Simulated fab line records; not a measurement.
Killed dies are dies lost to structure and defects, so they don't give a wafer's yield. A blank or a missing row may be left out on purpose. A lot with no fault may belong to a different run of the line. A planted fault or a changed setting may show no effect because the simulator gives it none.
Struck lot and sound lot, side by side + flow sky130 + 35 out of 708 route steps
Sound: the wafers L277.3, L277.5, L277.6. Struck: wafers L270.1, L270.2, L270.3. The cause comes at the end.
Order at every step that has rows: each side's tool, ch and its chambers, its first start. Under that, the readings that differ: sound wafers + struck wafers + difference of the means + sigmas: that difference in standard deviations of wafers without a fault.
alike: readings with means less than 2 such deviations apart, plus words and numbers identical on both sides. not compared: withheld readings, readings lacking a value on some wafer, bounds such as >300 that could conceal the same value, and numbers that have no deviation in the record and whose values overlap.
The two part at a step that has a row with sigmas, a row that says differs or no value, or rows on one side only. Numbers that have no deviation but don't overlap get no sigmas and don't part them. Lack of a reading on every wafer of one side parts them only where that side has two or more wafers.

first, 10 steps without rows for these wafers: SKY_GATE_OXIDE_COAT_05 (resist thk 1140 nm); SKY_GATE_OXIDE_SOFTBAKE_06 (time 60 s); SKY_GATE_OXIDE_EXPOSE_07 (exposes mask LVOM, target cd 600 nm); SKY_GATE_OXIDE_PEB_08; SKY_GATE_OXIDE_DEVELOP_09 (develop time 60 s); SKY_GATE_OXIDE_IMPLANT_11; SKY_GATE_OXIDE_WET_ETCH_12 (etches SiO2 in dHF, target depth 16.8 nm, time 336 s); SKY_GATE_OXIDE_STRIP_13 (strips in O2/N2); SKY_GATE_OXIDE_CLEAN_15 (cleans in SC1/SC2, time 150 s); SKY_GATE_OXIDE_OXIDATION_16 (stabilise 600 s, purge 300 s, target thk 3.57 nm).
SKY_POLY_GATE_CVD_00: deposits poly-Si, target thk 180 nm, time 720 s.
  sound on lpcvd-01 ch 1, day 22 14:46; struck on lpcvd-01 ch 1, day 19 22:30
| reading                                       | sound             | struck            | difference | sigmas |
|-----------------------------------------------|-------------------|-------------------|------------|--------|
| spike_tc_centre_C (C)                         | 620.7 619.7 620.3 | 592.1 593.4 591.3 | -28.0      | -23    |
| spike_tc_lower_C (C)                          | 620.9 620.9 621.1 | 623.5 624.9 622.4 | +2.6       | +3     |
| spike_tc_upper_C (C)                          | 619.5 620.1 621.1 | 623.1 622.8 622.2 | +2.5       | +2     |
| zone_power_centre_pct (%)                     | 8.4 8.5 8.5       | 4.0 4.0 4.1       | -4.4       | -4     |
| zone_power_lower_pct (%)                      | 7.5 7.7 7.6       | 9.7 9.6 9.8       | +2.1       | +5     |
| model.poly-Si_of_POLY_GATE_CVD_00.thk_nm (nm) | 179.9 179.3 180.3 | 140 136.5 133.7   | -43        |        |
  alike: spike_tc_top_C
SKY_POLY_GATE_THK_MEAS_01:
  sound on film_metro-04, day 22 15:59; struck on film_metro-01, day 19 23:55
| reading                   | sound             | struck            | difference | sigmas |
|---------------------------|-------------------|-------------------|------------|--------|
| POLY_GATE_CVD_00_THK (nm) | 179.7 179.3 180.5 | 140.0 136.6 133.7 | -43.1      | -24    |
  not compared: hold
then, 8 steps without rows for these wafers: SKY_RES_PROTECT_HMDS_01 (prime time 60 s); SKY_RES_PROTECT_COAT_02 (resist thk 1140 nm); SKY_RES_PROTECT_SOFTBAKE_03 (time 60 s); SKY_RES_PROTECT_EXPOSE_04 (exposes mask RPM, target cd 1270 nm); SKY_RES_PROTECT_PEB_05; SKY_RES_PROTECT_DEVELOP_06 (develop time 60 s); SKY_POLY_GATE_IMPLANT_02; SKY_RES_PROTECT_STRIP_07 (strips in O2/N2).
SKY_RES_PROTECT_CLEAN_09: cleans in SC1/SC2, time 150 s.
  sound on wet_bench-02 ch 1, day 23 23:20; struck on wet_bench-03 ch 1, day 21 07:05
| reading                                       | sound             | struck            | difference | sigmas |
|-----------------------------------------------|-------------------|-------------------|------------|--------|
| model.poly-Si_of_POLY_GATE_CVD_00.thk_nm (nm) | 179.3 178.7 179.7 | 139.3 135.9 133.1 | -43.1      |        |
then, 11 steps without rows for these wafers: SKY_POLY_GATE_CVD_03 (deposits Si3N4 from DCS/NH3, target thk 75 nm, time 1290 s); SKY_POLY_GATE_DEHYDRATE_05 (time 60 s); SKY_POLY_GATE_HMDS_06 (prime time 60 s); SKY_POLY_GATE_COAT_07 (resist thk 110 nm); SKY_POLY_GATE_COAT_08 (resist thk 450 nm); SKY_POLY_GATE_SOFTBAKE_09 (time 90 s); SKY_POLY_GATE_EXPOSE_10 (exposes mask P1M, target cd 150 nm); SKY_POLY_GATE_PEB_11; SKY_POLY_GATE_DEVELOP_12 (develop time 60 s); SKY_POLY_GATE_ETCH_15 (etches BARC in N2/H2, stops on SiO2, time 118.5 s, target depth 110 nm); SKY_POLY_GATE_ETCH_16 (etches Si3N4 in CH3F/O2, stops on poly-Si, time 147.5 s, target depth 75 nm).
SKY_POLY_GATE_ETCH_17: etches poly-Si in HBr/Cl2, stops on SiO2, target depth 180 nm, time 70.5 s.
  sound on rie_si-02 ch 0,1, day 25 06:41; struck on rie_si-01 ch 0,1,3, day 22 16:14
| reading                               | sound             | struck            | difference | sigmas |
|---------------------------------------|-------------------|-------------------|------------|--------|
| oes_product_au (a.u.)                 | 0.993 0.993 0.998 | 0.839 0.817 0.810 | -0.173     | -26    |
| model.etch.depth_nm (nm)              | 179.3 178.7 179.7 | 139.3 135.9 133.1 | -43.1      |        |
| model.POLY_GATE.feature_depth_nm (nm) | 179.3 178.7 179.7 | 139.3 135.9 133.1 | -43.1      |        |
  alike: drypump_motor_current_A, throttle_valve_pct
  not compared: rf_hours_counter_h
then, 1 step without rows for these wafers: SKY_POLY_GATE_STRIP_18 (strips in O2/N2).
-- here the record skips 27 days between the struck wafers' starts before and after, leaving off in module POLY_GATE and picking up in module PAD_OPEN (first step shown: number 708 of the route) --
SKY_PAD_OPEN_PROBE_99:
  sound on prober-02, day 51 05:55; struck on prober-02, day 49 18:36
| reading                             | sound             | struck            | difference | sigmas |
|-------------------------------------|-------------------|-------------------|------------|--------|
| model.etest.res_high_po.line_ohm_um | 721.5 737.9 720.3 | 943.4 938.7 987.1 | +229.8     |        |
| model.etest.res_poly.line_ohm_um    | 492.3 509.4 498.6 | 676.5 642.9 698.5 | +172.5     |        |
| model.etest.tip_sonos.rs_ohm_sq     | 2605 2621 2631    | 2498 2533 2506    | -107       |        |
| model.etest.res_high_po.rs_ohm_sq   | 253.8 259.5 252.2 | 329.1 331.5 343.3 | +79.5      |        |
| model.etest.res_poly.rs_ohm_sq      | 47.17 48.24 47.1  | 62.34 63.01 65.06 | +15.97     |        |
| model.etest.cap_li_to_poly.c_af_um2 | 97.22 99.4 97.55  | 87.12 88.64 84.83 | -11.19     |        |
  alike: killed_at_M0_to_M3, killed_at_M4_up, killed_at_contacts, killed_at_front_end, killed_at_other, killed_dies, killed_open, killed_short

== WHERE THEY PART ==
Earliest at SKY_POLY_GATE_CVD_00; latest, in this record, at SKY_POLY_GATE_ETCH_17. Later steps at which nothing parts them and some readings are alike: SKY_PAD_OPEN_PROBE_99.

WHY: what the simulator had put in
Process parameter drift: lpcvd-01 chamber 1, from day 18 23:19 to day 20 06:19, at SKY_POLY_GATE_CVD_00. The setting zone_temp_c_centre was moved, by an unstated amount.
